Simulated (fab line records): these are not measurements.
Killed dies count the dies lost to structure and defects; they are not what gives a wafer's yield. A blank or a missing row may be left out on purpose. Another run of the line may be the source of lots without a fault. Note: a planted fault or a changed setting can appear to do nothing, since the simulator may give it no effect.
Struck lot and sound lot, side by side -- flow sky130 -- 21 out of 708 route steps
Sound: these wafers, L140.1, L140.3, L140.4. The struck wafers were L137.1, L137.2, L137.4. The cause is given at the end.
At each step with rows: each side's tool, then ch and its chambers, then its first start. Under that, the readings that differ: sound wafers -- struck wafers -- difference of the means -- sigmas: that difference in standard deviations of wafers without a fault.
alike: words and numbers the same on both sides, and readings whose means are apart by under 2 such deviations; not compared: readings that were withheld, readings missing a value for some wafer, numbers with overlapping values and no deviation given by the record, and bounds like >300 which may hide the same value.
The two part at a step that has a row with sigmas, a row that says differs or no value, or rows on one side only. When numbers do not overlap yet have no deviation, they are printed without sigmas and do not part them. A reading that every wafer of one side lacks parts them only if that side has two wafers or more.

first, 3 steps without rows for these wafers: SKY_NWELL_EXPOSE_07 (exposes mask NWM, target cd 840 nm); SKY_NWELL_PEB_08; SKY_NWELL_DEVELOP_09 (develop time 60 s).
SKY_NWELL_OVL_MEAS_10:
  sound on overlay-02, day 8 01:05; struck on overlay-02, day 7 06:56
  alike: NWELL_00_OVL
then, 3 steps without rows for these wafers: SKY_NWELL_IMPLANT_11; SKY_NWELL_IMPLANT_12; SKY_NWELL_IMPLANT_13.
SKY_NWELL_STRIP_14: strips in O2/N2.
  sound on plasma-asher-02 ch 0,1, day 8 01:34; struck on plasma-asher-04 ch 0,1, day 7 07:25
  alike: drypump-motor-current-A, o2-flow-sccm, oes-product-au, strip-time-to-endpoint-s
  not compared: rf-hours-counter-h
SKY_NWELL_TW_MEAS_15:
  sound on film-metro-01, day 8 01:40; struck on film-metro-03, day 7 07:31
  alike: NWELL_TW
then, 3 steps without rows for these wafers: SKY_NWELL_DEHYDRATE_16 (time 60 s); SKY_NWELL_HMDS_17 (prime time 60 s); SKY_NWELL_COAT_18 (resist thk 3000 nm).
SKY_NWELL_SOFTBAKE_19:
  sound on litho-track-02 ch 0, day 8 10:45; struck on litho-track-01 ch 0, day 7 17:29
reading,sound,struck,difference,sigmas
heater-power-total-W (W),65.38 65.35 65.19,67.58 67.61 67.76,+2.34,+17
plate-temp-C (C),110.14 109.97 109.83,113.25 113.14 113.03,+3.16,+20
  not compared: model.coat_of_NWELL_COAT_18.thk-nm
then, 2 steps without rows for these wafers: SKY_NWELL_EXPOSE_20 (exposes mask NWM COMPLEMENT, target cd 840 nm); SKY_NWELL_PEB_21.
SKY_NWELL_DEVELOP_22: develop time 60 s.
  sound: litho-track-02 ch 0; struck: litho-track-01 ch 0
  alike: developer-temp-C
  not compared: model.coat_of_NWELL_COAT_18.thk-nm
SKY_NWELL_OVL_MEAS_23:
  sound on overlay-01, day 8 21:24; struck on overlay-01, day 8 03:02
  alike: NWELL_01_OVL
next, for these wafers, 1 step has no rows: SKY_NWELL_IMPLANT_24.
SKY_NWELL_STRIP_25: strips in O2/N2.
  sound on plasma-asher-04 ch 0,1, day 8 21:35; struck on plasma-asher-04 ch 0,1, day 8 03:13
  alike: drypump-motor-current-A, o2-flow-sccm, oes-product-au, strip-time-to-endpoint-s
  not compared: rf-hours-counter-h
SKY_NWELL_TW_MEAS_26:
  sound on film-metro-03, day 8 21:41; struck on film-metro-02, day 8 03:19
  alike: NWELL_2_TW
SKY_PAD_OPEN_PROBE_99:
  rows exist in the record for the sound wafers here (prober-02, day 49 05:04), none for the struck ones

WHERE THEY PART
At SKY_NWELL_SOFTBAKE_19 first; at SKY_PAD_OPEN_PROBE_99 last (within this record only).

WHY: whatever the simulator had introduced
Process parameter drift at SKY_NWELL_SOFTBAKE_19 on litho-track-01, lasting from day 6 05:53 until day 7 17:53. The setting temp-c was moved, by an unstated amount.
